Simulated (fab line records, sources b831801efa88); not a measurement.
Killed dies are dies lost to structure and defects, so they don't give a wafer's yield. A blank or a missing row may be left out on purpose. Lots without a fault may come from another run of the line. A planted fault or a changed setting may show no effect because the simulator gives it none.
Tool commonality check | flow sky130 | 11 lots, 39 wafers sampled

WHY IT WAS OPENED
At SKY_LDD_N_TW_MEAS_17 the reading LDD_N_TW is flagged on 2 of 11 lots. Wafers without a fault read 2590, standard deviation 27.
Rule: a lot is flagged when every wafer of it that has a number lies more than 4 standard deviations from that mean, or none has a number. The other lots count as sound.

lot  | measured     | on            | LDD_N_TW, wafer by wafer      | flag
L923 | day 18 11:28 | film_metro-04 | 2601 2604 2610                |
L924 | day 18 15:47 | film_metro-02 | 2571 2582 2582                |
L925 | day 19 09:14 | film_metro-03 | 2554 2549 2571                |
L930 | day 21 05:16 | film_metro-02 | 2894 2898 2906 2885 2896 2893 | FLAGGED
L931 | day 21 06:38 | film_metro-04 | 2627 2617 2624                |
L933 | day 22 06:19 | film_metro-03 | 2844 2833 2858 2858 2838 2848 | FLAGGED
L937 | day 23 17:26 | film_metro-03 | 2557 2553 2559                |
L940 | day 24 23:20 | film_metro-02 | 2566 2572 2568                |
L939 | day 24 23:34 | film_metro-04 | 2603 2619 2616                |
L941 | day 25 10:00 | film_metro-02 | 2580 2599 2592                |
L944 | day 26 04:23 | film_metro-03 | 2587 2578 2591                |
The numbers of the flagged lots are 2871 on average: +281 against the usual, or +10 standard deviations.

WHICH TOOL RAN EACH LOT
The record holds 3 process steps before the reading, out of a route of 708 steps. In each cell: the tool, then ch and the chambers that the sampled wafers went through, then the start.
lot  | flag    | SKY_POLY_GATE_STRIP_18               | SKY_LDD_N_IMPLANT_10            | SKY_LDD_N_STRIP_16
L923 |         | plasma_asher-01 ch 0,1, day 17 01:22 | implanter-04 ch 0, day 18 10:29 | plasma_asher-02 ch 0,1, day 18 11:22
L924 |         | plasma_asher-03 ch 0,1, day 17 06:30 | implanter-01 ch 0, day 18 14:47 | plasma_asher-01 ch 0,1, day 18 15:41
L925 |         | plasma_asher-01 ch 0,1, day 17 23:32 | implanter-01 ch 0, day 19 08:14 | plasma_asher-03 ch 0,1, day 19 09:08
L930 | FLAGGED | plasma_asher-01 ch 0,1, day 19 19:50 | implanter-01 ch 0, day 21 04:16 | plasma_asher-02 ch 0,1, day 21 05:10
L931 |         | plasma_asher-01 ch 0,1, day 19 20:38 | implanter-03 ch 0, day 21 05:38 | plasma_asher-03 ch 0,1, day 21 06:32
L933 | FLAGGED | plasma_asher-04 ch 0, day 20 21:16   | implanter-01 ch 0, day 22 05:19 | plasma_asher-02 ch 1, day 22 06:13
L937 |         | plasma_asher-03 ch 0,1, day 22 07:27 | implanter-04 ch 0, day 23 16:26 | plasma_asher-01 ch 1, day 23 17:20
L940 |         | plasma_asher-03 ch 0,1, day 23 14:40 | implanter-03 ch 0, day 24 22:20 | plasma_asher-01 ch 0,1, day 24 23:14
L939 |         | plasma_asher-03 ch 0, day 23 14:19   | implanter-01 ch 0, day 24 21:28 | plasma_asher-02 ch 0,1, day 24 23:28
L941 |         | plasma_asher-04 ch 0,1, day 24 01:04 | implanter-01 ch 0, day 25 09:01 | plasma_asher-02 ch 0,1, day 25 09:53
L944 |         | plasma_asher-03 ch 0, day 24 19:49   | implanter-03 ch 0, day 26 03:23 | plasma_asher-01 ch 0,1, day 26 04:17
What these steps do:
- SKY_POLY_GATE_STRIP_18: strips in O2/N2.
- SKY_LDD_N_IMPLANT_10
- SKY_LDD_N_STRIP_16: strips in O2/N2.
- SKY_LDD_N_TW_MEAS_17

FLAGGED OVER TOTAL, TOOL BY TOOL (the gauges that took the reading come last)
step                   | tool            | lots run | flagged | share of the flagged lots | sound lots run after its first flagged lot
SKY_POLY_GATE_STRIP_18 | plasma_asher-01 | 4        | 1       | some                      | 1 (L931)
SKY_POLY_GATE_STRIP_18 | plasma_asher-03 | 5        | 0       | none                      | -
SKY_POLY_GATE_STRIP_18 | plasma_asher-04 | 2        | 1       | some                      | 1 (L941)
SKY_LDD_N_IMPLANT_10   | implanter-01    | 6        | 2       | all                       | 2 (L939,L941)
SKY_LDD_N_IMPLANT_10   | implanter-03    | 3        | 0       | none                      | -
SKY_LDD_N_IMPLANT_10   | implanter-04    | 2        | 0       | none                      | -
SKY_LDD_N_STRIP_16     | plasma_asher-01 | 4        | 0       | none                      | -
SKY_LDD_N_STRIP_16     | plasma_asher-02 | 5        | 2       | all                       | 2 (L939,L941)
SKY_LDD_N_STRIP_16     | plasma_asher-03 | 2        | 0       | none                      | -
SKY_LDD_N_TW_MEAS_17   | film_metro-02   | 4        | 1       | some                      | 2 (L940,L941)
SKY_LDD_N_TW_MEAS_17   | film_metro-03   | 4        | 1       | some                      | 2 (L937,L944)
SKY_LDD_N_TW_MEAS_17   | film_metro-04   | 3        | 0       | none                      | -

WHAT THE TABLE ALLOWS
2 rows of the table ran every flagged lot: implanter-01 at SKY_LDD_N_IMPLANT_10, plasma_asher-02 at SKY_LDD_N_STRIP_16.
- implanter-01 at SKY_LDD_N_IMPLANT_10: 2 of its 6 lots flagged. Sound lots ran on it after the first flagged one (L939, L941), which a lasting fault on the whole tool wouldn't allow. Its own readings lie more than 4 standard deviations out on every wafer of the flagged lots: beam_on_s, dose_ions_cm2, faraday_current_uA.
- plasma_asher-02 at SKY_LDD_N_STRIP_16: 2 of its 5 lots flagged. Sound lots ran on it after the first flagged one (L939, L941), which a lasting fault on the whole tool wouldn't allow. Its own readings lie more than 4 standard deviations out on every wafer of the flagged lots: strip_time_to_endpoint_s.
No row of the table ran every flagged lot and no sound lot after the first.

WHAT THE SIMULATOR HAD PUT IN
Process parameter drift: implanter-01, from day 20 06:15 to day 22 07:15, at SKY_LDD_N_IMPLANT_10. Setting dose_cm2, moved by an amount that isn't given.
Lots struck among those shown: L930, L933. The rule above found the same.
